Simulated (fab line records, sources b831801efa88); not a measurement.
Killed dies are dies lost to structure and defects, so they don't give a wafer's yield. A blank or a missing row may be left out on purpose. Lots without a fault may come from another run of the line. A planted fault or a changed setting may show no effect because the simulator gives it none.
Which tool did it? | flow sky130 | 6 lots, 18 wafers sampled, at 3 steps of a route of 708

WHAT THE GAUGES READ, wafer by wafer
SKY_VIA4_RS_MEAS_19: measures by four-point-probe.
lot  | measured     | on            | VIA4_W_RS (ohm/sq)
L359 | day 42 21:28 | film_metro-03 | 0.234 0.232 0.232
L363 | day 44 04:56 | film_metro-02 | 0.230 0.235 0.234
L364 | day 46 09:13 | film_metro-01 | 0.227 0.228 0.230
L374 | day 47 02:11 | film_metro-01 | 0.230 0.232 0.228
L379 | day 47 20:56 | film_metro-01 | 0.231 0.231 0.233
L381 | day 49 02:38 | film_metro-01 | 0.235 0.236 0.235

WHICH TOOL RAN EACH LOT (tool, then ch and the chambers of the sampled wafers, then the start)
lot  | SKY_METAL2_SPUTTER_01        | SKY_VIA4_CVD_18
L359 | pvd_sputter-04, day 34 00:29 | cvd_w-01 ch 0,1, day 42 21:19
L363 | pvd_sputter-04, day 35 15:53 | cvd_w-02 ch 0,1, day 44 04:47
L364 | pvd_sputter-04, day 38 05:53 | cvd_w-02 ch 0,1, day 46 09:04
L374 | pvd_sputter-04, day 39 01:49 | cvd_w-01 ch 0,1, day 47 02:01
L379 | pvd_sputter-02, day 40 02:18 | cvd_w-01 ch 0,1, day 47 20:47
L381 | pvd_sputter-03, day 41 14:52 | cvd_w-01 ch 0,1, day 49 02:29
- SKY_METAL2_SPUTTER_01: material TiN, target thk 20 nm, time 16.7 s.
- SKY_VIA4_CVD_18: deposits W, target thk 505 nm, time 152.14 s.

THE ANSWER, worked out from the rows above alone
Rule: what is usual is taken from the lots themselves. Put in order of their means at a reading, lots are off if they are a third of the lots or fewer, leave a main group of 4 or more, and stand apart from it by a gap of 3 or more times the standard deviation of the main group's means; of several such gaps the widest counts. A main group whose means are all the same, to the digits that the tables above print for the reading, isn't used. A lot without any number at a reading at which 4 lots or more have one is off too. The other lots that the step has rows for count as sound.
No lot is off at any reading shown: from this, nothing can be told.

WHAT THE SIMULATOR HAD PUT IN
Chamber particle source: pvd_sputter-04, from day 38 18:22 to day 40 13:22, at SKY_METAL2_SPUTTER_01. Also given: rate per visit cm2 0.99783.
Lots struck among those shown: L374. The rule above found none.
